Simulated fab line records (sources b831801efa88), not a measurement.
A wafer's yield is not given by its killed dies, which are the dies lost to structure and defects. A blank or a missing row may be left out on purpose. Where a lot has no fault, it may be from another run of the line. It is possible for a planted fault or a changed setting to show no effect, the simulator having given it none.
8D (eight disciplines) problem report, filled in by code / flow sky130 / the parts of the form that need people (team, actions taken, sign-off) are left out

1. THE ISSUE
Mean of dose_ions_cm2 at SKY_LDD_LDN_IMPLANT_09: 1.79e+13 across 6 wafers in 2 lots; on wafers with no fault it is 1.25e+13 (standard deviation 1.4e+10). So: +99 or more standard deviations from the usual mean.
First observed at day 29 09:32: wafer L863.3, on implanter-02. Wafers with a number at this step in the record: 18, from 6 lots. Rule for "out" (also "out of limits"): further than 4 standard deviations from the usual mean. The rest of the wafers with a number are treated as sound.

2. WHAT IT IS AND WHAT IT IS NOT
question=which readings at this step | is=dose_ions_cm2, faraday_current_uA | is not=end_station_pressure_torr
question=which lots | is=L863, L865 | is not=L849, L850, L851, L867
question=which wafers of those lots | is=all that have a number | is not=-
question=read on which tools | is=implanter-02 | is not=implanter-04
question=when | is=from day 29 09:32 | is not=up to then (9 sound wafers); but 3 sound wafers of L867 came after

3. WHAT RULES OUT EACH SUSPECT
Counting: a tool at any process step up to the reading remains a suspect when it ran all the lots that are out and ran no sound lot after the first of those.
- plasma_asher-02 at SKY_LDD_HVP_STRIP_09 (strips in O2/N2): kept. Every lot that is out went through it, starting with L863 (day 28 05:04), and after that it ran no sound lot; the last sound lot it ran before then is L850 (day 24 04:26).
- implanter-02 at SKY_LDD_LDN_IMPLANT_09: kept. Every lot that is out went through it, starting with L863 (day 29 09:32), and after that it ran no sound lot; the last sound lot it ran before then is L850 (day 25 09:33). On those wafers its own readings are out: dose_ions_cm2, faraday_current_uA.
Left after counting: plasma_asher-02 at SKY_LDD_HVP_STRIP_09, implanter-02 at SKY_LDD_LDN_IMPLANT_09.

4. THE CAUSE (what the simulator had put in)
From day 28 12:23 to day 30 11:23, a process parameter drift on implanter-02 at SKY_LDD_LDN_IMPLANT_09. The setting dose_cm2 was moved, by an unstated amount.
After counting, 2 suspects remain, this tool included.

5. SEQUENCE OF EFFECTS, ordered by route
Rows list readings where the struck wafers' mean (over those with a number) sits beyond 3 standard deviations from the usual. Only readings whose record carries a usual standard deviation are examined. hours: median over the lots of the time between each lot's start at the first step of this table that gives one and its start at this step. sigmas: the change, counted in usual standard deviations.
hours=0; step=SKY_LDD_LDN_IMPLANT_09; reading=dose_ions_cm2; usual=1.25e+13; on struck wafers=1.79e+13; change=+5.39e+12; sigmas=+99 or more
hours=0; step=SKY_LDD_LDN_IMPLANT_09; reading=faraday_current_uA; usual=70.3; on struck wafers=99.7; change=+29.4; sigmas=+21
Process steps it contains:
- SKY_LDD_LDN_IMPLANT_09

6. WHAT WOULD HAVE CAUGHT IT SOONER
In this record the first reading out of limits was taken at day 29 09:32, 21 hours after the fault began at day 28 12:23.
